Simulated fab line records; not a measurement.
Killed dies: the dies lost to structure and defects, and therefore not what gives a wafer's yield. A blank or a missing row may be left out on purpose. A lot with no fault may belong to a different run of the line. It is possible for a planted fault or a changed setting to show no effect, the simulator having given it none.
Code-filled problem report in 8D (eight disciplines) form    flow sky130    the parts of the form that need people (team, actions taken, sign-off) are left out

== 1. THE PROBLEM ==
Wafers without a fault read 36.94 s, standard deviation 0.13; strip time to endpoint s at SKY_NWELL_STRIP_14 reads a mean of 35.60 s on 6 wafers belonging to 2 lots. Relative to the usual mean, that is a shift of -10 standard deviations.
The step: strips in O2/N2.
First seen on wafer L551.1, day 8 11:57, on plasma asher-04. Wafers with a number at this step in the record: 36, from 12 lots. By rule, "out" or "out of limits" means more than 4 standard deviations away from the usual mean. All remaining wafers that have a number are taken as sound.

== 2. WHAT IT IS, WHAT IT ISN'T ==
question                     is                        is not
which readings at this step  strip time to endpoint s  drypump motor current A, oes product au
which lots                   L551, L553                L537, L538, L539, L540, L546, L548, L550, L556, L557, L558
which wafers of those lots   all that have a number    -
read on which tools          plasma asher-04           plasma asher-01, plasma asher-03
when                         from day 8 11:57          up to then (21 sound wafers); but 9 sound wafers of L556, L557, L558 came after

== 3. THE SUSPECTS, EACH WITH WHAT RULES IT OUT ==
Counting: a tool at a process step up to the reading stays a suspect if it ran every lot that is out and no sound lot after the first of them.
- litho track-02 at SKY_NWELL_COAT_05 (resist thk 3000 nm): kept. It processed each lot that is out, first L551 at day 8 00:34, and no sound lot thereafter; up to then, the last sound lot it processed was L550 at day 7 12:55.
- plasma asher-04 at SKY_NWELL_STRIP_14 (strips in O2/N2): ruled out as a lasting fault. Sound lots L557 ran on it after its first lot that is out, L551 (day 8 11:57).
Remaining after the count: litho track-02 at SKY_NWELL_COAT_05.

== 4. THE CAUSE (what the simulator had put in) ==
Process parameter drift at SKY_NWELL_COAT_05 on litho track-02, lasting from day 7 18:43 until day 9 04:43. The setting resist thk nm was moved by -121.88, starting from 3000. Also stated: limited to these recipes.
Only this tool survived the counting.

== 5. SEQUENCE OF EFFECTS, ordered by route ==
Each row: a reading where the mean over the struck wafers with a number is more than 3 standard deviations away from the usual. Only readings whose record carries a usual standard deviation are examined. hours: median over the lots of the time between each lot's start at the first step of this table that gives one and its start at this step. sigmas: the change, counted in usual standard deviations.
hours  step                reading                   usual    on struck wafers  change  sigmas
0      SKY_NWELL_STRIP_14  strip time to endpoint s  36.94 s  35.60             -1.34   -10
Its process steps:
- SKY_NWELL_STRIP_14: strips in O2/N2.
Later measuring or inspecting steps at which every struck wafer that the step has a row for has a number for every such reading, and none has moved that far: SKY_CONTACT_CD_MEAS_14.

== 6. WHAT WOULD HAVE CAUGHT IT SOONER ==
In this record no reading fell out of limits until day 8 11:57, 17 hours after the fault had begun at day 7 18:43.
An alarm limit of 4 standard deviations would not have fired on the tool readings at SKY_NWELL_COAT_05 for which the record gives a usual standard deviation, since none of them was out on any struck wafer.
Each of the lots that are out, 2 in all, had begun SKY_NWELL_COAT_05 on litho track-02 no later than day 8 11:57. A hold on the tool at that time would have spared none of them.
